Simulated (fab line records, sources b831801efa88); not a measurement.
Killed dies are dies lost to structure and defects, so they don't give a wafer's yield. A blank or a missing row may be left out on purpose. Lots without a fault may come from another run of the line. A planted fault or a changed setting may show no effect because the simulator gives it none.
fab line records | flow sfq_line
record lots=7 wafers=18 last_day=77
route steps=325 shown R5@218 I5@228
lots that met no fault: from a run of the same line without faults
start_h: hours from the record's first day to the start of the lot's first wafer shown | wait_h: hours since the lot's step before | " the same as in the row above | L1.1+2: a row that stands for several wafers | - no value, or no start given | * or withheld: withheld | < > ~ a bound
route shown NAME@n: a module of which the file shows steps, and the number in the route of the first | usual: mean/standard deviation of fault-free wafers | same: alike in all rows | chamber/n: place in a boat | sites: the reading at each site | _std_site: their standard deviation | _edge_site: outer sites' mean less inner sites' | radius_mm: how far each site lies from the wafer's centre | mask NAME#n: copy n | behind: the tool/chamber that last shaped the wafer | hold: why the lot was held/for how many hours/how that ended | device: the transistor (n, p or np) that didn't switch | end of line: the same wafers' tests at the end of the route | a step without rows: its recipe alone | killed: dies lost to structure and defects at the first sort, not the wafer's yield | map: a wafer's dies, x killed, . not, _ none there
set.NAME: the setting as run; set.NAME@STEP: as run at that earlier step | model.NAME: the simulator's own value behind a step, which no gauge read
lots at some steps of the route; a table a step, a row a wafer
services: from which hour (start_h, from the record's first day; less than 0 if before it) a tool's chamber was out of use, for how many hours, and why
## steps
# step SFQ_TRILAYER_R5_LITHO_COAT_136
# recipe resist=KrF spin_rpm=3000 resist_thk_nm=600
# step SFQ_TRILAYER_R5_LITHO_SOFTBAKE_140
# recipe temp_c=withheld time_s=withheld resist=KrF
# step SFQ_TRILAYER_R5_LITHO_EXPOSE_137
# recipe mask_id=R5 na=0.6 source_shape=conventional sigma_outer=0.65 target_cd_nm=500 dose_mj=14.4
# step SFQ_TRILAYER_R5_LITHO_PEB_139
# recipe peb_temp_c=115 peb_time_s=60 resist=KrF
# step SFQ_TRILAYER_R5_LITHO_DEVELOP_138
# recipe time_s=60 resist=KrF
# step SFQ_R5_OVL_MEAS_935
# usual R5_OVL=3/5.3
# columns lot.wafer tool chamber start_h wait_h R5_OVL[nm]
L669.4 overlay-01 - 1254.41 0.1 0
L669.5 " - " " -8
L669.6 " - " " 0
L674.1 overlay-01 - 1288.55 0.1 2
L674.2 " - " " 0
L674.4 " - " " -4
L679.2 overlay-01 - 1333.05 0.1 2
L679.3 " - " " -2
L679.6 " - " " 3
L682.4 overlay-02 - 1348.66 0.1 8
L682.5 " - " " 16
L683.3 overlay-01 - 1359.87 0.1 -3
L683.4 " - " " 3
L686.1 overlay-02 - 1370.66 0.1 2
L686.3 " - " " 6
L687.1 overlay-02 - 1373.06 0.1 1
L687.3 " - " " 5
L687.4 " - " " 4
# step SFQ_TRILAYER_R5_BARC_OPEN_METAL_ETCH_177
# recipe mask_material=PR chemistry=O2 target_depth_nm=125 target=BARC icp_w=600 bias_w=80 pressure_mtorr=10 time_s=41.7
# usual drypump_motor_current_A=5.8/0.38 oes_product_au=0.685/0.0048
# columns lot.wafer tool chamber start_h wait_h drypump_motor_current_A oes_product_au rf_hours_counter_h
L669.4 rie_metal-04 0 1254.45 0.0 6.0 0.681 -
L669.5 " 0 " " 6.0 0.682 -
L669.6 " 1 " " 5.8 0.682 -
L674.1 rie_metal-01 1 1288.58 0.0 5.9 0.683 39
L674.2 " 0 " " 5.0 0.685 54
L674.4 " 0 " " 5.0 0.685 -
L679.2 rie_metal-01 1 1333.08 0.0 5.9 0.682 51
L679.3 " 1 " " 5.8 0.678 -
L679.6 " 1 " " 5.8 0.683 -
L682.4 rie_metal-02 0 1348.70 0.0 6.3 0.690 -
L682.5 " 1 " " 5.6 0.688 -
L683.3 rie_metal-01 0 1359.91 0.0 5.0 0.682 -
L683.4 " 1 " " 5.8 0.685 -
L686.1 rie_metal-04 0 1370.69 0.0 6.0 0.688 155
L686.3 " 0 " " 6.0 0.679 -
L687.1 rie_metal-04 1 1373.09 0.0 5.8 0.683 139
L687.3 " 0 " " 6.0 0.682 -
L687.4 " 1 " " 5.8 0.687 -
# step SFQ_TRILAYER_R5_ETCH_METAL_ETCH_139
# recipe stop_on=SiO2 mask_material=PR chemistry=Cl2 target_depth_nm=60 icp_w=600 bias_w=80 pressure_mtorr=10 time_s=40
# usual drypump_motor_current_A=5.8/0.39 oes_product_au=0.990/0.007
# columns lot.wafer tool chamber start_h wait_h drypump_motor_current_A oes_product_au rf_hours_counter_h
L669.4 rie_metal-04 0 1254.51 0.0 6.0 0.996 -
L669.5 " 0 " " 6.1 0.989 -
L669.6 " 1 " " 5.8 0.992 -
L674.1 rie_metal-01 1 1288.64 0.0 5.8 0.988 39
L674.2 " 0 " " 5.0 0.994 54
L674.4 " 0 " " 5.0 0.981 -
L679.2 rie_metal-01 1 1333.14 0.0 5.8 0.974 51
L679.3 " 1 " " 5.8 0.993 -
L679.6 " 1 " " 5.8 0.978 -
L682.4 rie_metal-02 0 1348.76 0.0 6.4 0.985 -
L682.5 " 1 " " 5.6 0.997 -
L683.3 rie_metal-01 0 1359.97 0.0 5.0 0.991 -
L683.4 " 1 " " 5.9 0.993 -
L686.1 rie_metal-04 0 1370.77 0.1 6.0 0.995 155
L686.3 " 0 " " 6.0 0.993 -
L687.1 rie_metal-04 1 1373.15 0.0 5.8 1.002 139
L687.3 " 0 " " 6.0 0.983 -
L687.4 " 1 " " 5.8 0.996 -
# step SFQ_TRILAYER_R5_STRIP_STRIP_140
# recipe gas=O2 power_w=200 platen_temp_c=40 overash_fraction=0.65 chemistry=O2 pressure_mtorr=50
# usual drypump_motor_current_A=5.8/0.38 oes_product_au=1.002/0.013
# columns lot.wafer tool chamber start_h wait_h drypump_motor_current_A oes_product_au rf_hours_counter_h
L669.4 rie_metal-04 0 1254.75 0.2 6.0 1.000 -
L669.5 " 0 " " 6.0 0.997 -
L669.6 " 1 " " 5.9 1.003 -
L674.1 rie_metal-01 1 1288.70 0.0 5.8 0.993 39
L674.2 " 0 " " 5.0 0.991 54
L674.4 " 0 " " 5.0 0.986 -
L679.2 rie_metal-01 1 1333.20 0.0 5.8 0.988 51
L679.3 " 1 " " 5.8 0.981 -
L679.6 " 1 " " 5.8 0.988 -
L682.4 rie_metal-02 0 1349.00 0.2 6.3 1.013 -
L682.5 " 1 " " 5.6 1.002 -
L683.3 rie_metal-01 0 1360.21 0.2 5.0 0.996 -
L683.4 " 1 " " 5.8 0.982 -
L686.1 rie_metal-04 0 1370.85 0.1 6.0 1.001 156
L686.3 " 0 " " 6.0 1.003 -
L687.1 rie_metal-04 1 1373.21 0.0 5.8 1.029 139
L687.3 " 0 " " 6.0 0.998 -
L687.4 " 1 " " 5.8 1.017 -
# step SFQ_TRILAYER_R5_STRIP_SOLV_CLEAN_141
# recipe chemistry=NMP temp_c=70 time_s=600
# step SFQ_TRILAYER_A5C_DEP_PECVD_142
# recipe material=SiO2 temp_c=150 time_s=15.556 pressure_torr=2.4 rf_w=183.3 precursor=SiH4/N2O target_thk_nm=70
# usual heater_power_w=76/16 showerhead_vpp_V=832/39 throttle_valve_pct=25.1/1
# columns lot.wafer tool chamber start_h wait_h heater_power_w showerhead_vpp_V throttle_valve_pct
L669.4 pecvd-03 0 1255.34 0.0 96 864 22.4
L669.5 " 2 " " 86 807 23.1
L669.6 " 1 " " 90 898 23.5
L674.1 pecvd-02 2 1289.47 0.0 92 800 25.0
L674.2 " 0 " " 68 809 25.9
L674.4 " 0 " " 67 816 25.8
L679.2 pecvd-04 1 1333.97 0.0 68 883 25.9
L679.3 " 2 " " 81 860 25.5
L679.6 " 1 " " 69 883 25.9
L682.4 pecvd-02 2 1349.59 0.0 100 787 24.9
L682.5 " 1 " " 51 791 25.6
L683.3 pecvd-04 0 1360.79 0.0 68 815 25.0
L683.4 " 0 " " 67 816 24.7
L686.1 pecvd-04 0 1371.82 0.0 68 814 24.8
L686.3 " 2 " " 88 867 25.6
L687.1 pecvd-02 1 1373.99 0.0 51 805 25.6
L687.3 " 0 " " 76 841 26.0
L687.4 " 1 " " 49 795 25.6
# step SFQ_TRILAYER_I5_LITHO_COAT_149
# recipe resist=BARC spin_rpm=3000 resist_thk_nm=62
# step SFQ_TRILAYER_I5_LITHO_COAT_144
# recipe resist=KrF spin_rpm=3000 resist_thk_nm=650
# usual exhaust_pa=45.0/0.95
# columns lot.wafer tool chamber start_h wait_h exhaust_pa model.KrF_of_TRILAYER_I5_LITHO_COAT_144.thk_nm
L669.4 litho_track-04 0 1255.80 0.2 44.0 649.5
L669.5 " 0 " " 44.7 650.2
L669.6 " 0 " " 45.5 649.7
L674.1 litho_track-01 0 1289.80 0.2 45.3 650.6
L674.2 " 0 " " 44.3 650.4
L674.4 " 0 " " 46.1 651.1
L679.2 litho_track-02 0 1334.35 0.2 43.3 648.6
L679.3 " 0 " " 46.5 649.1
L679.6 " 0 " " 45.6 649.5
L682.4 litho_track-01 0 1350.05 0.2 44.9 650.4
L682.5 " 0 " " 44.9 637.7
L683.3 litho_track-01 0 1361.21 0.2 44.5 637.6
L683.4 " 0 " " 45.0 652.1
L686.1 litho_track-01 0 1372.15 0.2 45.6 648.9
L686.3 " 0 " " 45.3 632.4
L687.1 litho_track-04 0 1374.31 0.2 45.7 648.9
L687.3 " 0 " " 44.8 649.8
L687.4 " 0 " " 42.5 650.7
# step SFQ_TRILAYER_I5_LITHO_SOFTBAKE_148
# recipe temp_c=withheld time_s=withheld resist=KrF
# step SFQ_TRILAYER_I5_LITHO_EXPOSE_145
# recipe mask_id=I5 na=0.6 source_shape=conventional sigma_outer=0.65 target_cd_nm=700 dose_mj=21.3
# step SFQ_TRILAYER_I5_LITHO_PEB_147
# recipe peb_temp_c=115 peb_time_s=60 resist=KrF
# step SFQ_TRILAYER_I5_LITHO_DEVELOP_146
# recipe time_s=60 resist=KrF
# step SFQ_I5_OVL_MEAS_936
# usual I5_OVL=-4/5.6
# columns lot.wafer tool chamber start_h wait_h I5_OVL[nm]
L669.4 overlay-02 - 1279.73 0.1 -3
L669.5 " - " " -7
L669.6 " - " " -4
L674.1 overlay-02 - 1313.31 0.1 1
L674.2 " - " " -3
L674.4 " - " " 0
L679.2 overlay-02 - 1365.46 0.1 -8
L679.3 " - " " 1
L679.6 " - " " 1
L682.4 overlay-01 - 1382.38 0.1 1
L682.5 " - " " -2
L683.3 overlay-02 - 1394.37 0.1 -9
L683.4 " - " " -7
L686.1 overlay-02 - 1405.16 0.1 1
L686.3 " - " " 0
L687.1 overlay-02 - 1407.56 0.1 -9
L687.3 " - " " -12
L687.4 " - " " -5
# step SFQ_TRILAYER_I5_BARC_OPEN_VIA_ETCH_200
# recipe mask_material=PR chemistry=O2 target_depth_nm=125 target=BARC source_w=500 bias_w=80 pressure_mtorr=30 time_s=41.7
# usual drypump_motor_current_A=5.8/0.4 oes_product_au=0.685/0.005
# columns lot.wafer tool chamber start_h wait_h drypump_motor_current_A oes_product_au rf_hours_counter_h model.KrF_of_TRILAYER_I5_LITHO_COAT_144.thk_nm
L669.4 rie_diel-02 1 1279.74 0.0 6.2 0.686 20 572.8
L669.5 " 1 " " 6.1 0.687 - 574
L669.6 " 2 " " 6.1 0.684 - 572.7
L674.1 rie_diel-01 1 1313.34 0.0 5.8 0.689 11 574
L674.2 " 0 " " 4.8 0.681 17 572.6
L674.4 " 3 " " 5.8 0.687 18 574.2
L679.2 rie_diel-01 3 1365.49 0.0 5.7 0.681 19 572
L679.3 " 0 " " 4.8 0.683 18 571.3
L679.6 " 1 " " 5.9 0.690 - 573.3
L682.4 rie_diel-01 0 1382.39 0.0 4.8 0.686 18 572.4
L682.5 " 1 " " 5.8 0.684 - 561.4
L683.3 rie_diel-02 1 1394.39 0.0 6.1 0.683 23 560.5
L683.4 " 0 " " 6.0 0.692 11 573.7
L686.1 rie_diel-03 0 1405.19 0.0 6.0 0.688 18 569.4
L686.3 " 2 " " 5.9 0.680 20 554.9
L687.1 rie_diel-03 3 1407.59 0.0 5.3 0.685 17 573.1
L687.3 " 2 " " 5.9 0.683 20 572.6
L687.4 " 1 " " 6.1 0.691 12 573.3
# step SFQ_TRILAYER_I5_ETCH_VIA_ETCH_147
# recipe stop_on=Nb mask_material=PR chemistry=CHF3 target_depth_nm=360 source_w=500 bias_w=80 pressure_mtorr=30 time_s=withheld
# usual drypump_motor_current_A=5.8/0.39 oes_product_au=0.988/0.0066
# columns lot.wafer tool chamber start_h wait_h drypump_motor_current_A oes_product_au
L669.4 rie_diel-02 1 1279.78 0.0 6.1 0.998
L669.5 " 1 " " 6.2 0.978
L669.6 " 2 " " 6.1 0.989
L674.1 rie_diel-01 1 1313.38 0.0 5.8 0.977
L674.2 " 0 " " 4.8 0.994
L674.4 " 3 " " 5.7 0.991
L679.2 rie_diel-01 3 1365.53 0.0 5.7 0.990
L679.3 " 0 " " 4.8 0.999
L679.6 " 1 " " 5.8 0.982
L682.4 rie_diel-01 0 1382.43 0.0 4.8 0.993
L682.5 " 1 " " 5.9 0.984
L683.3 rie_diel-02 1 1394.43 0.0 6.1 0.988
L683.4 " 0 " " 6.0 1.002
L686.1 rie_diel-03 0 1405.23 0.0 6.0 1.000
L686.3 " 2 " " 5.9 0.988
L687.1 rie_diel-03 3 1407.63 0.0 5.2 0.986
L687.3 " 2 " " 5.9 0.993
L687.4 " 1 " " 6.1 0.983
## services
# columns tool chamber start_h hours kind
rie_diel-03 - 1233.67 2.8 pm
rie_diel-02 - 1234.80 0.8 repair
rie_metal-04 - 1242.37 0.2 repair
rie_diel-02 2 1269.71 7.2 repair
rie_diel-01 - 1274.65 0.3 repair
rie_metal-01 0 1293.95 27.8 repair
pecvd-03 0 1301.66 6.6 repair
rie_diel-03 0 1337.98 3.3 repair
pecvd-04 - 1340.34 2.5 repair
rie_diel-01 3 1345.92 15.2 repair
rie_diel-03 0 1349.36 19.7 repair
rie_diel-01 0 1349.95 13.8 repair
rie_metal-02 - 1365.36 0.4 repair
pecvd-03 - 1379.89 3.1 repair
pecvd-04 - 1383.41 0.6 repair
rie_diel-02 1 1404.64 4.9 repair
## key
first_sign none at tools or gauges
model_effect step=SFQ_TRILAYER_I5_LITHO_COAT_144 value=KrF_of_TRILAYER_I5_LITHO_COAT_144.thk_nm without=651.1 struck=635.9
model_effect step=SFQ_TRILAYER_I5_BARC_OPEN_VIA_ETCH_200 value=KrF_of_TRILAYER_I5_LITHO_COAT_144.thk_nm without=574.1 struck=558.9
met_at SFQ_TRILAYER_I5_LITHO_COAT_144
struck_wafers L682.5,L683.3,L686.3
onset_between 1289.80 1350.05
fault kind=process_parameter_drift tool=litho_track-01 chamber=- onset_h=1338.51 steps=SFQ_TRILAYER_I5_LITHO_COAT_144 channel=resist_thk_nm offset=-15.143 shape=step end_h=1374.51 scope=struck_wafers_only acts_in=these_recipes_only stated=650
